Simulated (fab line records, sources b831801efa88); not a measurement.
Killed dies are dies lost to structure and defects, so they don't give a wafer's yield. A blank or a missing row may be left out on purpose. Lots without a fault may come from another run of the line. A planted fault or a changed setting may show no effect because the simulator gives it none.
Which tool did it? | flow gf180mcu | 7 lots, 21 wafers sampled, at 2 steps of a route of 602

WHAT THE GAUGES READ, wafer by wafer
GF_HV_LDD_RS_MEAS_53: measures by four-point-probe.
lot  | measured     | on            | HV_LDD_RS (ohm/sq)
L978 | day 13 06:06 | film_metro-03 | 419.0 418.9 419.0
L981 | day 13 21:39 | film_metro-04 | 419.5 421.3 418.9
L986 | day 15 10:31 | film_metro-02 | 419.5 417.7 417.9
L988 | day 16 10:47 | film_metro-03 | 418.9 418.4 419.4
L996 | day 18 16:42 | film_metro-03 | 417.1 418.1 417.5
L998 | day 19 12:11 | film_metro-02 | 418.9 418.9 417.8
L100 | day 20 08:16 | film_metro-02 | 417.2 417.2 416.6

WHICH TOOL RAN EACH LOT (tool, then ch and the chambers of the sampled wafers, then the start)
lot  | GF_HV_LDD_IMPLANT_35
L978 | implanter-01 ch 0, day 12 09:41
L981 | implanter-03 ch 0, day 13 00:07
L986 | implanter-02 ch 0, day 14 12:49
L988 | implanter-02 ch 0, day 15 12:17
L996 | implanter-02 ch 0, day 17 16:34
L998 | implanter-01 ch 0, day 18 11:00
L100 | implanter-02 ch 0, day 19 06:59
- GF_HV_LDD_IMPLANT_35

THE ANSWER, worked out from the rows above alone
Rule: what is usual is taken from the lots themselves. Put in order of their means at a reading, lots are off if they are a third of the lots or fewer, leave a main group of 4 or more, and stand apart from it by a gap of 3 or more times the standard deviation of the main group's means; of several such gaps the widest counts. A main group whose means are all the same, to the digits that the tables above print for the reading, isn't used. A lot without any number at a reading at which 4 lots or more have one is off too. The other lots that the step has rows for count as sound.
No lot is off at any reading shown: from this, nothing can be told.

WHAT THE SIMULATOR HAD PUT IN
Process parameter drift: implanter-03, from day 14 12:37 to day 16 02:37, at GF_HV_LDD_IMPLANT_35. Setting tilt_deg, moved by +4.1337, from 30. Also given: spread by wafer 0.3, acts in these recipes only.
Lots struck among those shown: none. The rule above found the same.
